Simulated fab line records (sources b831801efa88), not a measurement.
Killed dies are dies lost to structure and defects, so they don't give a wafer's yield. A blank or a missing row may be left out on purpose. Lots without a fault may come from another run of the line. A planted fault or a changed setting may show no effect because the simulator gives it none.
Which of the tools did it? / flow sky130 / Sampling: 11 lots, 33 wafers, 5 of 708 route steps

WHAT THE GAUGES READ, wafer by wafer
SKY_METAL1_THK_MEAS_06: measures by xrf. Usual: for METAL1_ALCU_THK the level is 251 nm and the standard deviation is 3.3.
lot=L269; measured=day 31 15:01; on=filmMetro-03; METAL1_ALCU_THK (nm)=252 251 252; flag=
lot=L272; measured=day 33 00:56; on=filmMetro-01; METAL1_ALCU_THK (nm)=251 255 252; flag=
lot=L273; measured=day 34 03:55; on=filmMetro-04; METAL1_ALCU_THK (nm)=252 251 254; flag=
lot=L274; measured=day 34 07:01; on=filmMetro-04; METAL1_ALCU_THK (nm)=257 256 252; flag=
lot=L276; measured=day 34 21:43; on=filmMetro-03; METAL1_ALCU_THK (nm)=249 248 250; flag=
lot=L279; measured=day 35 00:04; on=filmMetro-01; METAL1_ALCU_THK (nm)=254 253 252; flag=
lot=L278; measured=day 35 01:28; on=filmMetro-03; METAL1_ALCU_THK (nm)=253 254 250; flag=
lot=L280; measured=day 35 13:14; on=filmMetro-03; METAL1_ALCU_THK (nm)=249 250 247; flag=
lot=L281; measured=day 35 21:40; on=filmMetro-03; METAL1_ALCU_THK (nm)=251 248 248; flag=
lot=L282; measured=day 36 03:50; on=filmMetro-03; METAL1_ALCU_THK (nm)=249 246 244; flag=
lot=L291; measured=day 38 22:07; on=filmMetro-01; METAL1_ALCU_THK (nm)=238 255 249; flag=

SKY_VIA2_CD_MEAS_12: target cd 200 nm. Usual: cdNm at 199.4 nm, with a standard deviation of 1.3.
lot=L269; measured=day 36 07:19; on=cdSem-02; cdNm (nm)=198.4 199.5 201.4; flag=
lot=L272; measured=day 37 15:20; on=cdSem-02; cdNm (nm)=199.7 199.8 200.0; flag=
lot=L273; measured=day 38 16:55; on=cdSem-02; cdNm (nm)=200.5 198.3 197.9; flag=
lot=L274; measured=day 38 21:37; on=cdSem-02; cdNm (nm)=199.0 199.2 199.7; flag=
lot=L276; measured=day 39 10:40; on=cdSem-01; cdNm (nm)=200.3 199.0 198.9; flag=
lot=L279; measured=day 39 13:40; on=cdSem-02; cdNm (nm)=200.4 200.0 202.0; flag=
lot=L278; measured=day 39 15:19; on=cdSem-01; cdNm (nm)=200.5 198.0 199.1; flag=
lot=L280; measured=day 40 00:53; on=cdSem-02; cdNm (nm)=198.3 198.4 196.4; flag=
lot=L281; measured=day 40 08:26; on=cdSem-01; cdNm (nm)=198.4 197.1 198.1; flag=
lot=L282; measured=day 40 13:37; on=cdSem-01; cdNm (nm)=201.1 200.9 200.5; flag=
lot=L291; measured=day 43 04:19; on=cdSem-01; cdNm (nm)=200.3 199.6 199.5; flag=

EACH LOT AND THE TOOL THAT RAN IT (in order: tool; ch and the chambers of the sampled wafers; start)
lot=L269; SKY_RES_PROTECT_STRIP_07=plasmaAsher-01 ch 0,1, day 15 02:01; SKY_LOCAL_INTERCONNECT_SPUTTER_00=pvdSputter-02, day 29 02:44; SKY_METAL1_SPUTTER_04=pvdSputter-04, day 31 14:51
lot=L272; SKY_RES_PROTECT_STRIP_07=plasmaAsher-01 ch 0, day 16 13:25; SKY_LOCAL_INTERCONNECT_SPUTTER_00=pvdSputter-03, day 30 13:40; SKY_METAL1_SPUTTER_04=pvdSputter-03, day 33 00:46
lot=L273; SKY_RES_PROTECT_STRIP_07=plasmaAsher-01 ch 1, day 17 17:22; SKY_LOCAL_INTERCONNECT_SPUTTER_00=pvdSputter-04, day 31 17:35; SKY_METAL1_SPUTTER_04=pvdSputter-03, day 34 03:44
lot=L274; SKY_RES_PROTECT_STRIP_07=plasmaAsher-03 ch 0,1, day 17 22:09; SKY_LOCAL_INTERCONNECT_SPUTTER_00=pvdSputter-03, day 31 21:29; SKY_METAL1_SPUTTER_04=pvdSputter-01, day 34 06:49
lot=L276; SKY_RES_PROTECT_STRIP_07=plasmaAsher-03 ch 0,1, day 18 11:22; SKY_LOCAL_INTERCONNECT_SPUTTER_00=pvdSputter-02, day 32 13:12; SKY_METAL1_SPUTTER_04=pvdSputter-04, day 34 21:32
lot=L279; SKY_RES_PROTECT_STRIP_07=plasmaAsher-03 ch 0,1, day 18 17:28; SKY_LOCAL_INTERCONNECT_SPUTTER_00=pvdSputter-03, day 32 15:08; SKY_METAL1_SPUTTER_04=pvdSputter-01, day 34 23:54
lot=L278; SKY_RES_PROTECT_STRIP_07=plasmaAsher-02 ch 0,1, day 18 18:00; SKY_LOCAL_INTERCONNECT_SPUTTER_00=pvdSputter-02, day 32 15:44; SKY_METAL1_SPUTTER_04=pvdSputter-01, day 35 01:17
lot=L280; SKY_RES_PROTECT_STRIP_07=plasmaAsher-01 ch 0,1, day 19 06:25; SKY_LOCAL_INTERCONNECT_SPUTTER_00=pvdSputter-02, day 33 03:05; SKY_METAL1_SPUTTER_04=pvdSputter-04, day 35 13:03
lot=L281; SKY_RES_PROTECT_STRIP_07=plasmaAsher-03 ch 0,1, day 19 17:36; SKY_LOCAL_INTERCONNECT_SPUTTER_00=pvdSputter-03, day 33 12:20; SKY_METAL1_SPUTTER_04=pvdSputter-04, day 35 21:29
lot=L282; SKY_RES_PROTECT_STRIP_07=plasmaAsher-01 ch 0,1, day 20 04:39; SKY_LOCAL_INTERCONNECT_SPUTTER_00=pvdSputter-02, day 33 18:26; SKY_METAL1_SPUTTER_04=pvdSputter-03, day 36 03:38
lot=L291; SKY_RES_PROTECT_STRIP_07=plasmaAsher-01 ch 0,1, day 23 05:55; SKY_LOCAL_INTERCONNECT_SPUTTER_00=pvdSputter-02, day 36 15:13; SKY_METAL1_SPUTTER_04=pvdSputter-03, day 38 21:56
- SKY_RES_PROTECT_STRIP_07: strips in O2/N2.
- SKY_LOCAL_INTERCONNECT_SPUTTER_00: material TiN, target thk 100 nm, time 83.3 s.
- SKY_METAL1_SPUTTER_04: material TiN, target thk 70 nm, time 58.3 s.

AS READ BY THE TOOLS THEMSELVES (means over the sampled wafers that have a number; for cases with no such wafer, the mark the record gives instead)
SKY_RES_PROTECT_STRIP_07. Usual: drypumpMotorCurrentA 5.4 A, standard deviation 0.42; oesProductAu 0.518 a.u., standard deviation 0.0044; stripTimeToEndpointS 23.29 s, standard deviation 0.045.
lot=L269; tool=plasmaAsher-01; drypumpMotorCurrentA (A)=5.7; oesProductAu (a.u.)=0.522; stripTimeToEndpointS (s)=23.26; flag=
lot=L272; tool=plasmaAsher-01; drypumpMotorCurrentA (A)=6.1; oesProductAu (a.u.)=0.518; stripTimeToEndpointS (s)=23.34; flag=
lot=L273; tool=plasmaAsher-01; drypumpMotorCurrentA (A)=5.0; oesProductAu (a.u.)=0.517; stripTimeToEndpointS (s)=23.29; flag=
lot=L274; tool=plasmaAsher-03; drypumpMotorCurrentA (A)=5.2; oesProductAu (a.u.)=0.518; stripTimeToEndpointS (s)=23.34; flag=
lot=L276; tool=plasmaAsher-03; drypumpMotorCurrentA (A)=5.3; oesProductAu (a.u.)=0.517; stripTimeToEndpointS (s)=23.31; flag=
lot=L279; tool=plasmaAsher-03; drypumpMotorCurrentA (A)=5.3; oesProductAu (a.u.)=0.517; stripTimeToEndpointS (s)=23.28; flag=
lot=L278; tool=plasmaAsher-02; drypumpMotorCurrentA (A)=5.2; oesProductAu (a.u.)=0.518; stripTimeToEndpointS (s)=23.20; flag=
lot=L280; tool=plasmaAsher-01; drypumpMotorCurrentA (A)=5.7; oesProductAu (a.u.)=0.520; stripTimeToEndpointS (s)=23.35; flag=
lot=L281; tool=plasmaAsher-03; drypumpMotorCurrentA (A)=5.2; oesProductAu (a.u.)=0.519; stripTimeToEndpointS (s)=23.27; flag=
lot=L282; tool=plasmaAsher-01; drypumpMotorCurrentA (A)=5.4; oesProductAu (a.u.)=0.519; stripTimeToEndpointS (s)=23.27; flag=
lot=L291; tool=plasmaAsher-01; drypumpMotorCurrentA (A)=5.7; oesProductAu (a.u.)=0.515; stripTimeToEndpointS (s)=23.26; flag=

SKY_LOCAL_INTERCONNECT_SPUTTER_00. Usual: throttleValvePct at 29.3 %, with a standard deviation of 0.75.
lot=L269; tool=pvdSputter-02; throttleValvePct (%)=29.6; flag=
lot=L272; tool=pvdSputter-03; throttleValvePct (%)=29.4; flag=
lot=L273; tool=pvdSputter-04; throttleValvePct (%)=30.7; flag=
lot=L274; tool=pvdSputter-03; throttleValvePct (%)=29.3; flag=
lot=L276; tool=pvdSputter-02; throttleValvePct (%)=28.6; flag=
lot=L279; tool=pvdSputter-03; throttleValvePct (%)=29.4; flag=
lot=L278; tool=pvdSputter-02; throttleValvePct (%)=29.6; flag=
lot=L280; tool=pvdSputter-02; throttleValvePct (%)=29.2; flag=
lot=L281; tool=pvdSputter-03; throttleValvePct (%)=29.5; flag=
lot=L282; tool=pvdSputter-02; throttleValvePct (%)=29.5; flag=
lot=L291; tool=pvdSputter-02; throttleValvePct (%)=29.2; flag=

SKY_METAL1_SPUTTER_04. Usual: throttleValvePct at 29.8 %, with a standard deviation of 1.1.
lot=L269; tool=pvdSputter-04; throttleValvePct (%)=28.8; flag=
lot=L272; tool=pvdSputter-03; throttleValvePct (%)=29.3; flag=
lot=L273; tool=pvdSputter-03; throttleValvePct (%)=29.7; flag=
lot=L274; tool=pvdSputter-01; throttleValvePct (%)=30.7; flag=
lot=L276; tool=pvdSputter-04; throttleValvePct (%)=29.2; flag=
lot=L279; tool=pvdSputter-01; throttleValvePct (%)=30.6; flag=
lot=L278; tool=pvdSputter-01; throttleValvePct (%)=31.1; flag=
lot=L280; tool=pvdSputter-04; throttleValvePct (%)=29.8; flag=
lot=L281; tool=pvdSputter-04; throttleValvePct (%)=29.6; flag=
lot=L282; tool=pvdSputter-03; throttleValvePct (%)=29.5; flag=
lot=L291; tool=pvdSputter-03; throttleValvePct (%)=29.5; flag=

THE ANSWER, worked out from the rows above alone
Rule: a lot is off if the mean of its wafers that have a number lies more than 3 standard deviations from the usual mean. Also off: a lot with no number at a reading for which 4 or more lots have one. Any other lot the step has rows for is counted as sound. Order of review: gauges by route order, followed by the tools' own readings, for which a lot's mean as printed above is used. The first step at which some lot is off is used, and at that step the reading that is off furthest; a lot without a number counts as furthest.
Across all readings shown, no lot is off: no conclusion can be drawn from this.

WHAT THE SIMULATOR PUT IN
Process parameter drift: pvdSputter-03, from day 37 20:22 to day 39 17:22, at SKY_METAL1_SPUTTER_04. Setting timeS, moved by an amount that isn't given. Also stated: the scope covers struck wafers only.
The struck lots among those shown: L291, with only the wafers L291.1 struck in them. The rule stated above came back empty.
